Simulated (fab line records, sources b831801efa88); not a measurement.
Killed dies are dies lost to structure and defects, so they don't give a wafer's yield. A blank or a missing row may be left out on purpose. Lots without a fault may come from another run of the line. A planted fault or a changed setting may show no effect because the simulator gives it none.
Which tool did it? | flow sky130 | 14 lots, 42 wafers sampled, at 2 steps of a route of 708

WHAT THE GAUGES READ, wafer by wafer
The record holds no reading of a measuring or inspecting step that can be judged against a usual standard deviation.

WHICH TOOL RAN EACH LOT (tool, then ch and the chambers of the sampled wafers, then the start)
lot  | SKY_METAL2_SPUTTER_01        | SKY_PAD_OPEN_PROBE_99
L409 | pvd_sputter-02, day 34 18:26 | -
L410 | pvd_sputter-04, day 35 02:04 | prober-01, day 46 22:52
L411 | pvd_sputter-04, day 35 12:33 | -
L413 | pvd_sputter-01, day 35 23:41 | -
L412 | pvd_sputter-01, day 36 03:27 | -
L415 | pvd_sputter-04, day 36 16:27 | -
L417 | pvd_sputter-02, day 37 05:25 | -
L418 | pvd_sputter-04, day 37 17:43 | -
L419 | pvd_sputter-02, day 38 00:10 | -
L420 | pvd_sputter-02, day 38 04:13 | prober-01, day 49 04:44
L423 | pvd_sputter-02, day 39 01:31 | -
L424 | pvd_sputter-04, day 39 09:24 | -
L425 | pvd_sputter-02, day 39 15:46 | -
L426 | pvd_sputter-01, day 39 16:29 | -
- SKY_METAL2_SPUTTER_01: material TiN, target thk 20 nm, time 16.7 s.
- SKY_PAD_OPEN_PROBE_99

WHAT THE TOOLS THEMSELVES READ (means of the sampled wafers that have a number; where no wafer has one, the mark that the record gives instead)
SKY_METAL2_SPUTTER_01. Usual: cathode_dc_power_W 6500.1 W, standard deviation 1.2; throttle_valve_pct 29.8 %, standard deviation 1.
lot  | tool           | cathode_dc_power_W (W) | throttle_valve_pct (%) | flag
L409 | pvd_sputter-02 | 6499.5                 | 29.5                   |
L410 | pvd_sputter-04 | 6499.4                 | 30.3                   |
L411 | pvd_sputter-04 | 6499.5                 | 30.1                   |
L413 | pvd_sputter-01 | 6499.1                 | 30.2                   |
L412 | pvd_sputter-01 | 6500.1                 | 30.6                   |
L415 | pvd_sputter-04 | 6500.5                 | 31.3                   |
L417 | pvd_sputter-02 | 6499.6                 | 29.7                   |
L418 | pvd_sputter-04 | 6499.0                 | 30.5                   |
L419 | pvd_sputter-02 | 6499.0                 | 29.3                   |
L420 | pvd_sputter-02 | 6500.3                 | 29.0                   |
L423 | pvd_sputter-02 | 6932.9                 | 29.3                   | OFF
L424 | pvd_sputter-04 | 6499.5                 | 30.1                   |
L425 | pvd_sputter-02 | 6934.2                 | 29.4                   | OFF
L426 | pvd_sputter-01 | 6499.5                 | 30.5                   |

SKY_PAD_OPEN_PROBE_99. Usual: defect_limited_yield 82.5 %, standard deviation 2; killed_at_M0_to_M3 44, standard deviation 6.9; killed_at_M4_up 3.1, standard deviation 1.7; killed_at_contacts 25, standard deviation 5.6; killed_at_front_end 14, standard deviation 4.3; killed_at_other 0.3, standard deviation 0.51; killed_dies 86, standard deviation 9.8; killed_open 47, standard deviation 6.5; killed_short 39, standard deviation 6.6; sort_bin_3_pad_short 0.8 %, standard deviation 0.46; sort_bin_5_function 10.3 %, standard deviation 1.5; sort_bin_6_memory 6.4 %, standard deviation 1; sort_n_pass 406, standard deviation 9.8; sort_yield_pct 82.5 %, standard deviation 2.
lot  | tool      | defect_limited_yield (%) | killed_at_M0_to_M3 | killed_at_M4_up | killed_at_contacts | killed_at_front_end | killed_at_other | killed_dies | killed_open | killed_short | sort_bin_3_pad_short (%) | sort_bin_5_function (%) | sort_bin_6_memory (%) | sort_n_pass | sort_yield_pct (%) | flag
L410 | prober-01 | 79.5                     | 49                 | 1.7             | 31                 | 20                  | 0.0             | 101         | 57          | 43           | 1.3                      | 12.4                    | 6.8                   | 391         | 79.5               |
L420 | prober-01 | 82.6                     | 47                 | 1.3             | 25                 | 12                  | 0.0             | 86          | 50          | 36           | 0.8                      | 10.6                    | 6.0                   | 406         | 82.6               |

THE ANSWER, worked out from the rows above alone
Rule: a lot is off if the mean of its wafers that have a number lies more than 3 standard deviations from the usual mean. A lot without any number at a reading at which 4 lots or more have one is off too. The other lots that the step has rows for count as sound. The gauges are gone through in route order, then the tools' own readings, and for those a lot's mean is taken as printed above. The first step at which some lot is off is used, and at that step the reading that is off furthest; a lot without a number counts as furthest.
Off: L423, L425, at SKY_METAL2_SPUTTER_01 (cathode_dc_power_W).
A tool fits if, at that step or a process step before it, it ran every lot that is off, and no sound lot after the first of them. One fits: pvd_sputter-02 at SKY_METAL2_SPUTTER_01. Its last sound lot is L420 (day 38 04:13), its first lot that is off L423 (day 39 01:31): a fault that began between those two fits.
The tool's own readings at SKY_METAL2_SPUTTER_01 bear it out: on the lots that are off they differ by more than 5 times the standard deviation of the sound lots' means. cathode_dc_power_W reads 6933.5 W there against 6499.6 W on the sound lots.

WHAT THE SIMULATOR HAD PUT IN
Process parameter drift: pvd_sputter-02, from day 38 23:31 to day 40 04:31, at SKY_METAL2_SPUTTER_01. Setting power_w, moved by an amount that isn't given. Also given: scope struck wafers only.
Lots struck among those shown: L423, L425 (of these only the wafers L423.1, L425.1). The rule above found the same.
